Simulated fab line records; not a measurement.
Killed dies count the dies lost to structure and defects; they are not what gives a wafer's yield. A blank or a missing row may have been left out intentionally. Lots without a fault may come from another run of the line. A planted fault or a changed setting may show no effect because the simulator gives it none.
fab line records	flow sky130
record lots=6	wafers=18	lastDay=50
route steps=708 shown LI_CONTACT@375 LOCAL_INTERCONNECT@387 PAD_OPEN@708
lots untouched by any fault: they come from a run of this same line in which no faults occurred
startH: hours from the record's first day to the start of the lot's first wafer shown	waitH: hours from the lot's prior step to this one	" as in the row above	L1.1+2: several wafers, shown together as one row	- no value, or no start given	* or withheld: withheld	< > ~ a bound
route shown NAME@n: NAME is a module with steps in the file, n the number in the route of the first one	usual: average and standard deviation across the fault-free wafers	same: alike in all rows	chamber/n: place in a boat	sites: the reading at each site	_std_site: their standard deviation	_edge_site: the outer-site mean with the inner-site mean subtracted	radiusMm: for every site, how far away it sits from the centre of the wafer	mask NAME#n: copy n	behind: tool/chamber where the wafer was last shaped	hold: reason for holding the lot/hours on hold/outcome of the hold	device: the transistor (n, p or np) that didn't switch	end of line: the route-end tests of the same wafers	a step with no rows: only its recipe	killed: dies that structure and defects cost at the first sort, which is not the same as the wafer's yield	map: per-die view of a wafer (x killed, . not killed, _ where there is no die)
set.NAME: the setting as run; set.NAME@STEP: as run at that earlier step	model.NAME: the simulator's own value behind a step, which no gauge read
lots at selected steps of the route; one table per step, one row per wafer
services: when a tool's chamber went out of use (startH, in hours from the record's first day, below 0 if earlier), for how many hours, and the reason
## steps
# step SKY_LI_CONTACT_OVL_MEAS_13
# usual LI_CONTACT_OVL=0/5.8
lot.wafer	tool	chamber	startH	waitH	LI_CONTACT_OVL[nm]
L977.1	overlay-02	-	749.03	0.1	2
L977.4	"	-	"	"	6
L977.6	"	-	"	"	4
L978.1	overlay-01	-	750.80	0.1	9
L978.4	"	-	"	"	7
L978.6	"	-	"	"	1
L982.2	overlay-01	-	786.83	0.1	-3
L982.3	"	-	"	"	2
L982.5	"	-	"	"	-3
L983.2	overlay-02	-	791.10	0.1	-9
L983.5	"	-	"	"	-1
L983.6	"	-	"	"	-6
L987.1	overlay-02	-	825.59	0.1	-2
L987.2	"	-	"	"	-5
L987.6	"	-	"	"	-4
L991.2	overlay-02	-	851.50	0.1	6
L991.4	"	-	"	"	2
L991.5	"	-	"	"	5
# step SKY_LI_CONTACT_ETCH_14
# recipe chemistry=N2/H2	target=BARC	ionEnergyEv=200	sourceW=500	biasW=100	pressureMtorr=30	n2FlowSccm=100	h2FlowSccm=200	stopOn=SiO2	timeS=45.9	targetDepthA=600
# usual drypumpMotorCurrentA=5.4/0.53	oesProductAu=0.855/0.0048	rfFwdPowerW=495.6/2	throttleValvePct=13.224/0.0085
lot.wafer	tool	chamber	startH	waitH	drypumpMotorCurrentA	oesProductAu	rfFwdPowerW	rfHoursCounterH	throttleValvePct
L977.1	rieDiel-03	0	749.06	0.0	5.2	0.856	494.5	1	13.239
L977.4	"	3	"	"	4.7	0.858	495.2	10	13.233
L977.6	"	2	"	"	4.9	0.859	496.0	-	13.241
L978.1	rieDiel-03	2	750.83	0.0	4.8	0.845	496.3	23	13.229
L978.4	"	0	"	"	5.2	0.855	497.3	1	13.207
L978.6	"	3	"	"	4.7	0.856	494.4	-	13.203
L982.2	rieDiel-01	3	786.86	0.0	5.2	0.863	497.0	4	13.225
L982.3	"	0	"	"	5.1	0.861	497.7	-	13.214
L982.5	"	0	"	"	5.1	0.858	496.4	-	13.220
L983.2	rieDiel-03	0	791.13	0.0	5.2	0.861	497.1	3	13.236
L983.5	"	0	"	"	5.2	0.862	496.1	-	13.223
L983.6	"	1	"	"	6.2	0.859	498.6	-	13.220
L987.1	rieDiel-01	1	825.63	0.0	5.6	0.845	493.9	1	13.221
L987.2	"	2	"	"	5.9	0.849	495.5	0	13.214
L987.6	"	0	"	"	5.1	0.861	492.9	-	13.231
L991.2	rieDiel-04	2	851.53	0.0	5.4	0.857	492.9	19	13.236
L991.4	"	2	"	"	5.4	0.851	492.4	-	13.213
L991.5	"	0	"	"	6.0	0.853	490.9	-	13.227
# step SKY_LI_CONTACT_ETCH_15
# recipe target=PSG	chemistry=C4F8/O2/Ar	stopOn=Si	taperDeg=4.15	maskMaterial=KrF-thick	sourceW=1500	biasW=1200	pressureMtorr=40	c4f8FlowSccm=withheld	O2_flow_sccm=6	Ar_flow_sccm=300	timeS=withheld	targetDepthA=6000
# step SKY_LI_CONTACT_STRIP_16
# recipe chemistry=O2/N2	powerW=1400	pressureMtorr=1500	platenTempC=withheld	o2FlowSccm=3000	n2FlowSccm=300	overashFraction=0.5
# step SKY_LI_CONTACT_CLEAN_17
# recipe chemistry=NMP	timeS=600	tempC=60	dry=n2Spin
# step SKY_LI_CONTACT_PRE_CLEAN_18
# recipe gas=Ar	timeS=5.6	biasV=358
# step SKY_LI_CONTACT_SPUTTER_19
# recipe material=Ti	targetThkNm=20	chamberPressurePa=5	powerW=2500	substrateTempC=200	timeS=106.37
# usual cathodeDcPowerW=2500.0/0.48	throttleValvePct=30.2/0.75
lot.wafer	tool	chamber	startH	waitH	cathodeDcPowerW	throttleValvePct
L977.1	pvdSputter-03	-	749.50	0.0	2500.5	29.6
L977.4	"	-	"	"	2500.2	29.3
L977.6	"	-	"	"	2500.2	29.5
L978.1	pvdSputter-04	-	751.27	0.0	2500.0	30.8
L978.4	"	-	"	"	2498.9	29.9
L978.6	"	-	"	"	2499.9	31.0
L982.2	pvdSputter-04	-	787.35	0.0	2499.7	30.9
L982.3	"	-	"	"	2499.2	30.0
L982.5	"	-	"	"	2500.9	30.8
L983.2	pvdSputter-04	-	791.55	0.0	2499.3	30.8
L983.5	"	-	"	"	2499.4	31.0
L983.6	"	-	"	"	2500.0	30.8
L987.1	pvdSputter-04	-	826.05	0.0	2500.2	31.2
L987.2	"	-	"	"	2500.8	30.1
L987.6	"	-	"	"	2500.0	31.0
L991.2	pvdSputter-04	-	851.96	0.0	2500.9	30.0
L991.4	"	-	"	"	2500.5	31.0
L991.5	"	-	"	"	2499.9	30.8
# step SKY_LI_CONTACT_SPUTTER_20
# recipe material=TiN	targetThkNm=20	chamberPressurePa=5	powerW=4000	timeS=80
# usual cathodeDcPowerW=4000.0/0.66	throttleValvePct=30.2/0.74
lot.wafer	tool	chamber	startH	waitH	cathodeDcPowerW	throttleValvePct
L977.1	pvdSputter-03	-	749.58	0.0	3999.3	29.6
L977.4	"	-	"	"	4000.0	29.4
L977.6	"	-	"	"	3999.5	29.5
L978.1	pvdSputter-04	-	751.35	0.0	3999.2	31.1
L978.4	"	-	"	"	4000.5	29.9
L978.6	"	-	"	"	3999.8	30.9
L982.2	pvdSputter-04	-	787.43	0.0	4000.7	30.9
L982.3	"	-	"	"	4000.2	30.2
L982.5	"	-	"	"	3999.6	31.0
L983.2	pvdSputter-04	-	791.63	0.0	4000.3	30.8
L983.5	"	-	"	"	4000.2	31.0
L983.6	"	-	"	"	3999.8	30.7
L987.1	pvdSputter-04	-	826.13	0.0	3999.3	31.1
L987.2	"	-	"	"	4000.9	30.2
L987.6	"	-	"	"	3998.7	31.1
L991.2	pvdSputter-04	-	852.03	0.0	4000.0	29.9
L991.4	"	-	"	"	3999.6	31.0
L991.5	"	-	"	"	3999.9	31.1
# step SKY_LI_CONTACT_CVD_21
# recipe material=W	targetThkNm=400	timeS=120.56	tempC=400	pressureTorr=40
# step SKY_LI_CONTACT_RS_MEAS_22
# recipe thkMeasGauge=four-point-probe	reads=W_of_LI_CONTACT_CVD_21+TiN_of_LI_CONTACT_SPUTTER_20+Ti_of_LI_CONTACT_SPUTTER_19
# usual LI_CONTACT_W_RS=0.279/0.0056
lot.wafer	tool	chamber	startH	waitH	LI_CONTACT_W_RS[ohm/sq]
L977.1	filmMetro-03	-	749.76	0.1	0.279
L977.4	"	-	"	"	0.280
L977.6	"	-	"	"	0.286
L978.1	filmMetro-04	-	751.53	0.1	0.271
L978.4	"	-	"	"	0.269
L978.6	"	-	"	"	0.271
L982.2	filmMetro-02	-	787.63	0.1	0.280
L982.3	"	-	"	"	0.286
L982.5	"	-	"	"	0.287
L983.2	filmMetro-03	-	791.84	0.1	0.287
L983.5	"	-	"	"	0.280
L983.6	"	-	"	"	0.287
L987.1	filmMetro-02	-	826.31	0.1	0.274
L987.2	"	-	"	"	0.280
L987.6	"	-	"	"	0.282
L991.2	filmMetro-03	-	852.24	0.1	0.273
L991.4	"	-	"	"	0.268
L991.5	"	-	"	"	0.273
# step SKY_LI_CONTACT_THK_MEAS_23
# recipe thkMeasGauge=xrf	reads=W_of_LI_CONTACT_CVD_21
# usual LI_CONTACT_W_THK=420/8.7
lot.wafer	tool	chamber	startH	waitH	LI_CONTACT_W_THK[nm]
L977.1	filmMetro-03	-	749.88	0.1	425
L977.4	"	-	"	"	424
L977.6	"	-	"	"	417
L978.1	filmMetro-04	-	751.65	0.1	431
L978.4	"	-	"	"	431
L978.6	"	-	"	"	431
L982.2	filmMetro-02	-	787.74	0.1	419
L982.3	"	-	"	"	411
L982.5	"	-	"	"	407
L983.2	filmMetro-03	-	791.95	0.1	412
L983.5	"	-	"	"	421
L983.6	"	-	"	"	415
L987.1	filmMetro-02	-	826.43	0.1	420
L987.2	"	-	"	"	410
L987.6	"	-	"	"	407
L991.2	filmMetro-03	-	852.35	0.1	431
L991.4	"	-	"	"	439
L991.5	"	-	"	"	428
# step SKY_LI_CONTACT_CMP_24
# recipe stopOn=PSG	tOverpolishS=20	downForcePsi=3.5	platenRpm=60	targetThkNm=0	padVelocityMS=0.94248
# usual motorCurrentA=11.2/0.9	overpolishRunS=20.000/0.009	slurryFlowMlMin=150.0/0.5	timeToEndpointS=97/4
lot.wafer	tool	chamber	startH	waitH	motorCurrentA	overpolishRunS	slurryFlowMlMin	timeToEndpointS
L977.1	cmp-01	0	749.99	0.1	10.2	19.993	149.8	97
L977.4	"	1	"	"	11.8	20.000	150.4	91
L977.6	"	3	"	"	11.2	20.003	150.1	96
L978.1	cmp-01	3	751.71	0.1	11.9	20.011	151.0	105
L978.4	"	2	"	"	11.5	20.015	149.6	109
L978.6	"	0	"	"	10.2	19.998	149.7	106
L982.3	cmp-02	0	787.79	0.0	11.1	19.994	150.7	99
L982.2	"	3	"	"	10.7	20.005	150.8	101
L982.5	"	1	"	"	9.9	20.007	149.8	102
L983.2	cmp-02	3	792.15	0.2	11.5	19.998	149.8	96
L983.5	"	0	"	"	11.5	19.992	149.9	95
L983.6	"	1	"	"	9.2	20.003	150.0	98
L987.1	cmp-01	0	826.54	0.1	11.1	20.005	149.5	102
L987.2	"	2	"	"	12.2	20.008	149.9	101
L987.6	"	0	"	"	10.8	20.019	149.6	96
L991.4	cmp-02	0	852.45	0.1	11.3	20.003	149.9	98
L991.2	"	2	"	"	12.5	20.016	149.6	99
L991.5	"	0	"	"	11.5	20.005	149.3	97
# step SKY_LOCAL_INTERCONNECT_SPUTTER_00
# recipe material=TiN	targetThkNm=100	tempC=300	powerW=6500	timeS=83.3	chamberPressurePa=0.4
# usual cathodeDcPowerW=6500.2/1.1	throttleValvePct=29.6/0.71
lot.wafer	tool	chamber	startH	waitH	cathodeDcPowerW	throttleValvePct	model.TiN_of_LOCAL_INTERCONNECT_SPUTTER_00.thkNm
L977.1	pvdSputter-02	-	750.24	0.2	6500.3	30.1	101
L977.4	"	-	"	"	6499.8	28.8	99.6
L977.6	"	-	"	"	6500.6	29.9	99.83
L978.1	pvdSputter-01	-	752.01	0.2	6499.3	30.9	102.3
L978.4	"	-	"	"	6500.6	30.0	100.2
L978.6	"	-	"	"	6499.5	30.1	100.9
L982.2	pvdSputter-01	-	788.09	0.1	6903.4	30.6	106.6
L982.3	"	-	"	"	6499.7	28.6	100.4
L982.5	"	-	"	"	6902.2	30.9	107
L983.2	pvdSputter-01	-	792.30	0.1	6499.9	28.7	99.82
L983.5	"	-	"	"	6901.8	30.7	106.7
L983.6	"	-	"	"	6500.1	29.3	99.81
L987.1	pvdSputter-03	-	826.79	0.2	6501.9	30.2	99.59
L987.2	"	-	"	"	6502.9	29.3	100.2
L987.6	"	-	"	"	6500.2	29.3	99.92
L991.2	pvdSputter-03	-	852.70	0.1	6502.3	30.2	100.2
L991.4	"	-	"	"	6497.4	30.2	100.3
L991.5	"	-	"	"	6499.3	29.5	100.7
# step SKY_LOCAL_INTERCONNECT_RS_MEAS_01
# recipe thkMeasGauge=four-point-probe	reads=TiN_of_LOCAL_INTERCONNECT_SPUTTER_00
# usual LOCAL_INTERCONNECT_TIN_RS=14.12/0.17
lot.wafer	tool	chamber	startH	waitH	LOCAL_INTERCONNECT_TIN_RS[ohm/sq]
L977.1	filmMetro-01	-	750.31	0.0	14.01
L977.4	"	-	"	"	14.23
L977.6	"	-	"	"	14.20
L978.1	filmMetro-01	-	752.08	0.0	13.85
L978.4	"	-	"	"	14.14
L978.6	"	-	"	"	14.01
L982.2	filmMetro-01	-	788.18	0.1	13.27
L982.3	"	-	"	"	14.09
L982.5	"	-	"	"	13.23
L983.2	filmMetro-03	-	792.38	0.1	14.18
L983.5	"	-	"	"	13.23
L983.6	"	-	"	"	14.17
L987.1	filmMetro-03	-	826.85	0.0	14.20
L987.2	"	-	"	"	14.12
L987.6	"	-	"	"	14.16
L991.2	filmMetro-03	-	852.78	0.1	14.14
L991.4	"	-	"	"	14.13
L991.5	"	-	"	"	14.07
# step SKY_LOCAL_INTERCONNECT_THK_MEAS_02
# recipe thkMeasGauge=xrf	reads=TiN_of_LOCAL_INTERCONNECT_SPUTTER_00
# usual LOCAL_INTERCONNECT_TIN_THK=97.5/1.3
lot.wafer	tool	chamber	startH	waitH	LOCAL_INTERCONNECT_TIN_THK[nm]
L977.1	filmMetro-01	-	750.43	0.1	98.7
L977.4	"	-	"	"	97.2
L977.6	"	-	"	"	96.9
L978.1	filmMetro-01	-	752.20	0.1	99.6
L978.4	"	-	"	"	97.8
L978.6	"	-	"	"	98.1
L982.2	filmMetro-01	-	788.29	0.1	104.0
L982.3	"	-	"	"	97.9
L982.5	"	-	"	"	104.1
L983.2	filmMetro-03	-	792.49	0.1	96.3
L983.5	"	-	"	"	103.3
L983.6	"	-	"	"	96.2
L987.1	filmMetro-03	-	826.97	0.1	96.1
L987.2	"	-	"	"	97.0
L987.6	"	-	"	"	96.5
L991.2	filmMetro-03	-	852.89	0.1	97.4
L991.4	"	-	"	"	97.3
L991.5	"	-	"	"	97.8
# step SKY_LOCAL_INTERCONNECT_DEHYDRATE_03
# recipe tempC=200	timeS=60
# step SKY_LOCAL_INTERCONNECT_HMDS_04
# recipe primeTimeS=60	primeTempC=120
# step SKY_LOCAL_INTERCONNECT_COAT_05
# recipe resist=BARC	tempC=withheld	timeS=withheld	spinRpm=3000	resistThkNm=60
# step SKY_LOCAL_INTERCONNECT_COAT_06
# recipe resist=KrF-thick	spinRpm=3000	resistThkNm=450
# step SKY_LOCAL_INTERCONNECT_SOFTBAKE_07
# recipe tempC=100	timeS=90	resist=KrF-thick
# step SKY_LOCAL_INTERCONNECT_EXPOSE_08
# recipe maskId=LI1M	na=0.8	sourceShape=annular	sigmaInner=0.55	sigmaOuter=0.85	targetCdNm=170	doseMj=28
# step SKY_LOCAL_INTERCONNECT_PEB_09
# recipe pebTempC=withheld	pebTimeS=withheld	resist=KrF-thick
# step SKY_LOCAL_INTERCONNECT_DEVELOP_10
# recipe developTimeS=60	resist=KrF-thick	devTempC=21
# step SKY_LOCAL_INTERCONNECT_CD_MEAS_11
# recipe targetCdNm=170
# usual cdNm=169.4/1.7
lot.wafer	tool	chamber	startH	waitH	cdNm
L977.1	cdSem-01	-	777.29	-	170.4
L977.4	"	-	"	"	170.0
L977.6	"	-	"	"	170.5
L978.1	cdSem-02	-	779.04	-	169.4
L978.4	"	-	"	"	170.3
L978.6	"	-	"	"	170.1
L982.2	cdSem-02	-	815.14	-	171.7
L982.3	"	-	"	"	170.9
L982.5	"	-	"	"	171.7
L983.2	cdSem-02	-	819.54	-	169.5
L983.5	"	-	"	"	168.1
L983.6	"	-	"	"	170.1
L987.1	cdSem-02	-	852.89	-	165.4
L987.2	"	-	"	"	164.6
L987.6	"	-	"	"	165.1
L991.2	cdSem-01	-	879.06	-	167.6
L991.4	"	-	"	"	167.6
L991.5	"	-	"	"	168.8
# step SKY_LOCAL_INTERCONNECT_OVL_MEAS_12
# usual LOCAL_INTERCONNECT_OVL=1/5
lot.wafer	tool	chamber	startH	waitH	LOCAL_INTERCONNECT_OVL[nm]
L977.1	overlay-01	-	777.41	0.1	11
L977.4	"	-	"	"	10
L977.6	"	-	"	"	8
L978.1	overlay-01	-	779.16	0.1	0
L978.4	"	-	"	"	0
L978.6	"	-	"	"	4
L982.2	overlay-01	-	815.25	0.1	2
L982.3	"	-	"	"	4
L982.5	"	-	"	"	6
L983.2	overlay-01	-	819.65	0.1	1
L983.5	"	-	"	"	0
L983.6	"	-	"	"	0
L987.1	overlay-02	-	853.01	0.1	11
L987.2	"	-	"	"	8
L987.6	"	-	"	"	-1
L991.2	overlay-02	-	879.17	0.1	6
L991.4	"	-	"	"	6
L991.5	"	-	"	"	4
# step SKY_LOCAL_INTERCONNECT_ETCH_13
# recipe chemistry=N2/H2	target=BARC	ionEnergyEv=200	biasW=100	pressureMtorr=30	n2FlowSccm=100	h2FlowSccm=200	icpW=500	stopOn=SiO2	timeS=45.9	targetDepthA=600
# usual drypumpMotorCurrentA=5.8/0.37	oesProductAu=0.855/0.0047	rfFwdPowerW=494.8/2.4	throttleValvePct=13.224/0.0089
lot.wafer	tool	chamber	startH	waitH	drypumpMotorCurrentA	oesProductAu	rfFwdPowerW	rfHoursCounterH	throttleValvePct
L977.1	rieMetal-02	0	777.44	0.0	5.8	0.852	491.8	10	13.228
L977.4	"	1	"	"	5.3	0.857	493.3	-	13.214
L977.6	"	1	"	"	5.3	0.848	492.8	-	13.224
L978.1	rieMetal-02	1	779.19	0.0	5.3	0.858	494.8	1	13.241
L978.4	"	1	"	"	5.3	0.848	494.6	-	13.211
L978.6	"	0	"	"	5.7	0.851	491.7	-	13.227
L982.2	rieMetal-02	0	815.28	0.0	5.7	0.854	490.3	12	13.220
L982.3	"	0	"	"	5.8	0.851	491.2	-	13.226
L982.5	"	1	"	"	5.3	0.856	492.1	-	13.235
L983.2	rieMetal-03	1	819.68	0.0	6.0	0.865	495.6	7	13.229
L983.5	"	1	"	"	6.0	0.860	496.8	-	13.223
L983.6	"	0	"	"	6.5	0.850	497.5	-	13.222
L987.1	rieMetal-04	1	853.05	0.0	5.5	0.861	497.1	17	13.205
L987.2	"	0	"	"	5.5	0.853	496.3	18	13.234
L987.6	"	1	"	"	5.5	0.859	495.5	-	13.231
L991.2	rieMetal-02	0	879.20	0.0	5.8	0.858	493.0	13	13.229
L991.4	"	1	"	"	5.3	0.855	495.7	-	13.220
L991.5	"	1	"	"	5.3	0.856	497.6	-	13.222
# step SKY_LOCAL_INTERCONNECT_METAL_ETCH_14
# recipe targetDepthNm=110	stopOn=PSG	chemistry=Cl2/BCl3	target=TiN	resistSidewallDeg=88	pressureMtorr=10	icpW=900	biasW=48.5	Cl2_flow_sccm=60	bcl3FlowSccm=30	timeS=31.4
# usual drypumpMotorCurrentA=5.8/0.37	oesProductAu=0.943/0.0078	rfFwdPowerW=889/4.9	throttleValvePct=21.899/0.011
lot.wafer	tool	chamber	startH	waitH	drypumpMotorCurrentA	oesProductAu	rfFwdPowerW	rfHoursCounterH	throttleValvePct
L977.1	rieMetal-02	0	777.51	0.0	5.7	0.948	880	10	21.897
L977.4	"	1	"	"	5.3	0.943	889	-	21.910
L977.6	"	1	"	"	5.3	0.936	889	-	21.901
L978.1	rieMetal-02	1	779.26	0.0	5.3	0.950	887	1	21.887
L978.4	"	1	"	"	5.3	0.940	890	-	21.900
L978.6	"	0	"	"	5.7	0.944	884	-	21.889
L982.2	rieMetal-02	0	815.34	0.0	5.7	0.977	883	12	21.882
L982.3	"	0	"	"	5.7	0.947	880	-	21.906
L982.5	"	1	"	"	5.3	0.980	884	-	21.880
L983.2	rieMetal-03	1	819.74	0.0	6.0	0.947	890	7	21.904
L983.5	"	1	"	"	6.0	0.971	889	-	21.881
L983.6	"	0	"	"	6.5	0.938	894	-	21.901
L987.1	rieMetal-04	1	853.11	0.0	5.5	0.930	888	17	21.903
L987.2	"	0	"	"	5.5	0.948	890	18	21.880
L987.6	"	1	"	"	5.5	0.938	885	-	21.921
L991.2	rieMetal-02	0	879.26	0.0	5.7	0.947	881	14	21.909
L991.4	"	1	"	"	5.3	0.937	883	-	21.917
L991.5	"	1	"	"	5.3	0.945	881	-	21.885
# step SKY_LOCAL_INTERCONNECT_STRIP_15
# recipe chemistry=O2/N2	powerW=1400	pressureMtorr=1500	platenTempC=withheld	o2FlowSccm=3000	n2FlowSccm=300	overashFraction=0.5
# step SKY_LOCAL_INTERCONNECT_STRIP_16
# recipe chemistry=postEtchResidueRemover	timeS=1200	tempC=72.5
lot.wafer	tool	chamber	startH	waitH	model.TiN_of_LOCAL_INTERCONNECT_SPUTTER_00.thkNm
L977.1	wetBench-03	0	777.66	0.1	100.6
L977.4	"	0	"	"	99.17
L977.6	"	0	"	"	99.4
L978.1	wetBench-01	0	779.41	0.1	101.8
L978.4	"	0	"	"	99.76
L978.6	"	0	"	"	100.5
L982.2	wetBench-01	3	815.49	0.1	106.2
L982.3	"	3	"	"	99.96
L982.5	"	3	"	"	106.5
L983.2+6	wetBench-04	3	819.89	0.1	99.39
L983.5	"	3	"	"	106.3
L987.1	wetBench-04	1	853.26	0.1	99.16
L987.2	"	1	"	"	99.77
L987.6	"	1	"	"	99.49
L991.2	wetBench-01	2	879.41	0.1	99.73
L991.4	"	2	"	"	99.91
L991.5	"	2	"	"	100.3
# step SKY_LOCAL_INTERCONNECT_CLEAN_17
# recipe chemistry=IPA	timeS=180	tempC=25
# step SKY_PAD_OPEN_PROBE_99
lot.wafer	tool	chamber	startH	waitH	model.etest.resLi.lineOhmUm	model.etest.resLi.rsOhmSq
L977.1	prober-01	-	1127.99	0.1	73.98	12.71
L977.4	prober-01	-	1128.14	0.2	74.52	12.87
L977.6	prober-01	-	1128.24	0.2	74.71	12.83
L978.1	prober-02	-	1129.69	0.1	73.32	12.53
L978.4	prober-02	-	1129.84	0.2	74.09	12.84
L978.6	prober-02	-	1129.94	0.2	74.3	12.73
L982.2	prober-02	-	1156.28	0.1	69.42	12.01
L982.3	prober-02	-	1156.33	0.2	74.56	12.83
L982.5	prober-02	-	1156.43	0.2	69.12	11.99
L983.2	prober-01	-	1159.73	0.1	76.81	12.88
L983.5	prober-01	-	1159.88	0.2	71.78	12.11
L983.6	prober-01	-	1159.93	0.2	75.52	12.88
L987.1	prober-01	-	1179.39	0.1	77.39	12.93
L987.2	prober-01	-	1179.44	0.1	77.7	12.85
L987.6	prober-01	-	1179.64	0.2	77.15	12.74
L991.2	prober-01	-	1196.86	0.1	76.14	12.81
L991.4	prober-01	-	1196.96	0.2	74.75	12.81
L991.5	prober-01	-	1197.01	0.2	74.79	12.76
# killed by level:class
L977.1 CONTACT:geometricParticle:open=20 VIA1:geometricParticle:open=9 VIA2:geometricParticle:open=8 LI_CONTACT:geometricParticle:open=7 CONTACT:geometricParticle:short=7 METAL1:geometricParticle:short=6 METAL2:geometricParticle:short=6 VIA3:geometricParticle:open=6
L977.4 VIA1:geometricParticle:open=8 FIELD_ISO:geometricParticle:open=7 POLY_GATE:geometricParticle:short=7 CONTACT:geometricParticle:open=7 LI_CONTACT:geometricParticle:open=6 FIELD_ISO:geometricParticle:short=5 LOCAL_INTERCONNECT:geometricParticle:short=5 CONTACT:geometricParticle:short=5
L977.6 VIA3:geometricParticle:short=8 CONTACT:geometricParticle:open=7 VIA1:geometricParticle:open=7 METAL2:geometricParticle:short=6 POLY_GATE:geometricParticle:open=5 METAL1:geometricParticle:short=5 VIA3:geometricParticle:open=5 FIELD_ISO:geometricParticle:open=4
L978.1 VIA2:geometricParticle:open=10 VIA1:geometricParticle:open=7 VIA3:geometricParticle:open=6 VIA1:geometricParticle:short=6 POLY_GATE:geometricParticle:open=5 LI_CONTACT:geometricParticle:open=5 METAL1:geometricParticle:short=4 CONTACT:geometricParticle:open=4
L978.4 VIA3:geometricParticle:open=13 VIA1:geometricParticle:open=12 VIA2:geometricParticle:open=9 LI_CONTACT:geometricParticle:open=8 METAL2:geometricParticle:short=7 METAL1:geometricParticle:short=5 VIA2:geometricParticle:short=5 POLY_GATE:geometricParticle:open=4
L978.6 VIA1:geometricParticle:open=10 SPACER:geometricParticle:short=7 CONTACT:geometricParticle:short=6 LI_CONTACT:geometricParticle:open=5 VIA1:geometricParticle:short=5 VIA2:geometricParticle:open=5 METAL2:geometricParticle:short=5 VIA3:geometricParticle:open=5
L987.1 VIA1:geometricParticle:open=10 VIA2:geometricParticle:open=8 CONTACT:geometricParticle:open=7 POLY_GATE:geometricParticle:open=6 METAL1:geometricParticle:short=6 VIA3:geometricParticle:open=6 LI_CONTACT:geometricParticle:open=4 POLY_GATE:geometricParticle:short=3
L987.2 VIA1:geometricParticle:open=12 VIA1:geometricParticle:short=11 LI_CONTACT:geometricParticle:open=7 LI_CONTACT:geometricParticle:short=7 METAL2:geometricParticle:short=7 CONTACT:geometricParticle:open=7 LOCAL_INTERCONNECT:geometricParticle:short=6 FIELD_ISO:geometricParticle:short=5
L987.6 CONTACT:geometricParticle:open=11 VIA1:geometricParticle:open=10 LI_CONTACT:geometricParticle:open=8 METAL1:geometricParticle:short=6 CONTACT:geometricParticle:short=6 VIA3:geometricParticle:open=6 VIA1:geometricParticle:short=5 METAL2:geometricParticle:short=4
L991.2 VIA1:geometricParticle:open=11 CONTACT:geometricParticle:open=7 METAL2:geometricParticle:short=6 LI_CONTACT:geometricParticle:open=5 VIA3:geometricParticle:short=5 POLY_GATE:geometricParticle:short=4 LI_CONTACT:geometricParticle:short=4 LOCAL_INTERCONNECT:geometricParticle:short=3
L991.4 CONTACT:geometricParticle:open=14 VIA2:geometricParticle:open=11 VIA1:geometricParticle:open=9 FIELD_ISO:geometricParticle:open=5 LI_CONTACT:geometricParticle:short=5 VIA3:geometricParticle:open=4 CONTACT:geometricParticle:short=3 METAL2:geometricParticle:short=3
L991.5 VIA1:geometricParticle:open=10 POLY_GATE:geometricParticle:open=9 VIA2:geometricParticle:open=8 VIA3:geometricParticle:open=6 LI_CONTACT:geometricParticle:open=6 POLY_GATE:geometricParticle:short=4 LI_CONTACT:geometricParticle:short=4 CONTACT:geometricParticle:short=4
## services
tool	chamber	startH	hours	kind
wetBench-04	-	729.69	5.0	repair
cmp-02	-	736.67	6.9	pm
rieDiel-03	2	740.72	3.3	repair
cmp-02	-	744.06	4.0	pm
cmp-02	-	749.93	3.9	repair
pvdSputter-04	-	753.22	3.7	repair
rieDiel-01	2	753.47	30.5	repair
rieMetal-02	-	755.01	14.0	repair
rieDiel-03	2	755.14	17.2	repair
pvdSputter-03	-	771.79	1.0	repair
rieDiel-03	1	781.05	2.6	repair
pvdSputter-02	-	781.91	27.5	repair
rieDiel-01	2	786.53	10.6	repair
cmp-01	-	822.69	1.9	repair
rieDiel-01	3	834.81	4.8	repair
rieMetal-03	-	838.19	2.5	repair
pvdSputter-01	-	840.88	25.9	repair
pvdSputter-02	-	844.04	1.2	repair
pvdSputter-02	-	845.29	1.3	repair
pvdSputter-02	-	845.80	3.6	repair
rieMetal-02	-	851.35	14.6	pm
rieDiel-04	1	853.34	4.2	repair
rieDiel-01	3	862.63	4.5	repair
cmp-01	-	873.27	15.6	repair
## key
firstSign step=SKY_LOCAL_INTERCONNECT_SPUTTER_00	reading=cathodeDcPowerW	direction=up	sigmas=99+	usual=6500.2	struck=6902.5
effect step=SKY_LOCAL_INTERCONNECT_RS_MEAS_01	reading=LOCAL_INTERCONNECT_TIN_RS	direction=down	sigmas=5.1	usual=14.12	struck=13.24
effect step=SKY_LOCAL_INTERCONNECT_THK_MEAS_02	reading=LOCAL_INTERCONNECT_TIN_THK	direction=up	sigmas=4.9	usual=97.5	struck=103.8
effect step=SKY_LOCAL_INTERCONNECT_METAL_ETCH_14	reading=oesProductAu	direction=up	sigmas=4.2	usual=0.943	struck=0.976
modelEffect step=SKY_LOCAL_INTERCONNECT_SPUTTER_00	value=TiN_of_LOCAL_INTERCONNECT_SPUTTER_00.thkNm	without=100.6	struck=106.8
modelEffect step=SKY_LOCAL_INTERCONNECT_STRIP_16	value=TiN_of_LOCAL_INTERCONNECT_SPUTTER_00.thkNm	without=100.2	struck=106.3
modelEffect step=SKY_PAD_OPEN_PROBE_99	value=etest.resLi.lineOhmUm	without=74.43	struck=70.11
metAt SKY_LOCAL_INTERCONNECT_SPUTTER_00
struckWafers L982.2,L982.5,L983.5
sortLeftOut L982.2,L982.5,L983.5
testerLeftOut L982,L983
onsetBetween 752.01 788.09
fault kind=processParameterDrift	tool=pvdSputter-01	chamber=-	onsetH=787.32	steps=SKY_LOCAL_INTERCONNECT_SPUTTER_00	channel=powerW	offset=*	shape=step	endH=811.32	actsIn=*	stated=*	scope=struckWafersOnly
# testerLeftOut: of these lots the tester's yield and bins aren't shown, on N5 and GAA mostly nor the transistor test; their killed dies are dies lost to structure and defects alone, not to doping, threshold or leakage, so they don't give the yield
# sortLeftOut: the simulated sort isn't trusted on such a fault, so these wafers' sort isn't shown, and their yield isn't known
